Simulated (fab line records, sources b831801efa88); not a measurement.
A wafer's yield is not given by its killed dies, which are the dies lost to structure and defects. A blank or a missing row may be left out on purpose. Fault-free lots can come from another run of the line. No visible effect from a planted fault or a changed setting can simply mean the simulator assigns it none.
Which tool is to blame? -- flow sky130 -- 39 wafers from 13 lots sampled at 5 of the route's 708 steps

== WHAT EACH GAUGE READ, for each wafer ==
SKY_FIELD_ISO_THK_MEAS_25.
lot,measured,on,FIELD_ISO_CVD_24_THK (nm)
L820,day 2 11:03,film metro-01,604 595 597
L822,day 3 02:05,film metro-03,590 593 598
L828,day 4 06:49,film metro-03,602 609 602
L829,day 4 15:20,film metro-01,589 595 594
L831,day 5 00:09,film metro-03,594 599 591
L832,day 5 03:22,film metro-01,603 602 594
L835,day 5 20:02,film metro-01,593 603 593
L837,day 6 04:54,film metro-03,604 594 594
L838,day 6 10:43,film metro-01,590 588 588
L839,day 6 15:39,film metro-01,588 601 596
L840,day 6 20:11,film metro-03,591 593 588
L841,day 7 04:20,film metro-01,592 596 589
L842,day 7 06:43,film metro-01,608 603 584

SKY_PWDE_OVL_MEAS_07.
lot,measured,on,PWDE_OVL (nm)
L820,day 3 23:13,overlay-01,1.5 1.1 1.2
L822,day 5 04:13,overlay-01,1.9 2.0 0.7
L828,day 5 23:38,overlay-02,2.3 0.5 0.5
L829,day 6 08:36,overlay-01,-0.3 -1.3 -1.7
L831,day 6 17:19,overlay-02,-0.2 0.5 0.7
L832,day 6 20:24,overlay-02,-0.5 0.5 -0.6
L835,day 7 14:31,overlay-02,-0.5 0.3 -1.4
L837,day 7 23:49,overlay-02,0.3 -0.3 -0.1
L838,day 8 08:17,overlay-02,-0.6 -0.2 -0.2
L839,day 8 12:11,overlay-02,-1.0 -1.2 -1.0
L840,day 8 17:28,overlay-02,-0.2 -1.3 -1.2
L841,day 9 09:25,overlay-01,-0.5 0.5 0.6
L842,day 9 09:53,overlay-02,3.0 2.7 2.1

SKY_NWELL_RS_MEAS_29: uses a four-point probe to measure.
lot,measured,on,NWELL_RS (ohm/sq)
L820,day 5 11:02,film metro-02,622.2 623.7 624.2
L822,day 6 17:44,film metro-02,626.9 626.3 625.8
L828,day 7 16:39,film metro-01,616.7 617.7 617.1
L829,day 7 23:59,film metro-03,618.5 618.6 618.1
L831,day 8 12:37,film metro-02,624.5 626.3 626.7
L832,day 8 12:59,film metro-03,625.1 624.4 622.5
L835,day 9 08:04,film metro-02,626.5 626.8 625.7
L837,day 9 18:41,film metro-02,625.3 623.7 625.2
L838,day 10 03:41,film metro-02,624.4 623.2 624.4
L839,day 10 08:38,film metro-02,624.7 623.8 623.4
L840,day 10 14:26,film metro-03,624.7 624.8 624.8
L841,day 11 07:46,film metro-03,623.2 625.1 623.9
L842,day 11 09:01,film metro-02,626.9 625.4 626.1

SKY_VT_ADJUST_HVTP_TW_MEAS_11.
lot,measured,on,VT_ADJUST_HVTP_TW
L820,day 6 05:38,film metro-01,1401 1403 1395
L822,day 7 14:08,film metro-02,1359 1356 1359
L828,day 8 13:11,film metro-01,1392 1394 1397
L829,day 8 21:38,film metro-02,1356 1353 1352
L831,day 9 09:51,film metro-01,1396 1381 1387
L832,day 9 10:10,film metro-01,1392 1393 1394
L835,day 10 06:49,film metro-02,1367 1360 1368
L837,day 10 17:24,film metro-02,1361 1363 1366
L838,day 11 03:22,film metro-02,1354 1357 1353
L839,day 11 08:41,film metro-02,1353 1355 1356
L840,day 11 14:43,film metro-01,1393 1399 1393
L841,day 12 07:53,film metro-01,1392 1392 1393
L842,day 12 09:04,film metro-02,1355 1356 1366

== WHICH TOOL RAN EACH LOT (tool, then ch and the chambers of the sampled wafers, then the start) ==
lot,SKY_NWELL_IMPLANT_13
L820,"implanter-01 ch 0, day 4 16:37"
L822,"implanter-02 ch 0, day 5 22:34"
L828,"implanter-02 ch 0, day 6 18:54"
L829,"implanter-02 ch 0, day 7 03:58"
L831,"implanter-01 ch 0, day 7 15:54"
L832,"implanter-01 ch 0, day 7 16:31"
L835,"implanter-01 ch 0, day 8 10:44"
L837,"implanter-04 ch 0, day 8 21:15"
L838,"implanter-04 ch 0, day 9 05:29"
L839,"implanter-01 ch 0, day 9 09:35"
L840,"implanter-01 ch 0, day 9 14:59"
L841,"implanter-02 ch 0, day 10 07:56"
L842,"implanter-02 ch 0, day 10 09:08"
- SKY_NWELL_IMPLANT_13

== AS READ BY THE TOOLS THEMSELVES (means over the sampled wafers that have a number; for cases with no such wafer, the mark the record gives instead) ==
SKY_NWELL_IMPLANT_13.
lot,tool,beam energy keV,dose ions cm2,faraday current uA
L820,implanter-01,49.993,7.003e+11,3.93
L822,implanter-02,50.001,6.996e+11,3.89
L828,implanter-02,49.999,9.761e+11,5.45
L829,implanter-02,49.987,9.751e+11,5.53
L831,implanter-01,49.984,6.982e+11,4.01
L832,implanter-01,50.018,7.001e+11,3.95
L835,implanter-01,50.011,7.012e+11,3.99
L837,implanter-04,50.012,7.004e+11,3.99
L838,implanter-04,49.967,6.998e+11,3.96
L839,implanter-01,50.001,6.990e+11,3.97
L840,implanter-01,49.983,6.997e+11,3.92
L841,implanter-02,50.000,6.999e+11,4.06
L842,implanter-02,50.000,6.988e+11,3.98

== THE ANSWER, worked out from the rows above alone ==
Rule: what is usual is taken from the lots themselves. The widest of any qualifying gaps counts: lots, ordered by their means at a reading, are off when they make up no more than a third of the lots, leave a main group of 4 or more, and stand apart from it by 3 or more times the standard deviation of that group's means. The tables above print the reading to a certain number of digits; a main group whose means all agree to those digits is not used. Also off: a lot with no number at a reading for which 4 or more lots have one. The other lots that the step has rows for count as sound. The gauges are gone through in route order, then the tools' own readings, and for those a lot's mean is taken as printed above. The first step at which some lot is off is used, and at that step the reading that is off furthest; a lot without a number counts as furthest.
Off: at SKY_NWELL_RS_MEAS_29 (NWELL_RS), L828, L829. For the main group the mean is 624.9 ohm/sq and the standard deviation 1.
If a tool, at a process step before that reading, ran all the lots that are off and no sound lot after the first of them, it fits. Not tried: the gauges at SKY_NWELL_RS_MEAS_29; whatever is off there is also off at SKY_NWELL_IMPLANT_13, on other tools, and gauge error can't account for it. None of those tried fits.

== WHAT HAD BEEN PUT IN BY THE SIMULATOR ==
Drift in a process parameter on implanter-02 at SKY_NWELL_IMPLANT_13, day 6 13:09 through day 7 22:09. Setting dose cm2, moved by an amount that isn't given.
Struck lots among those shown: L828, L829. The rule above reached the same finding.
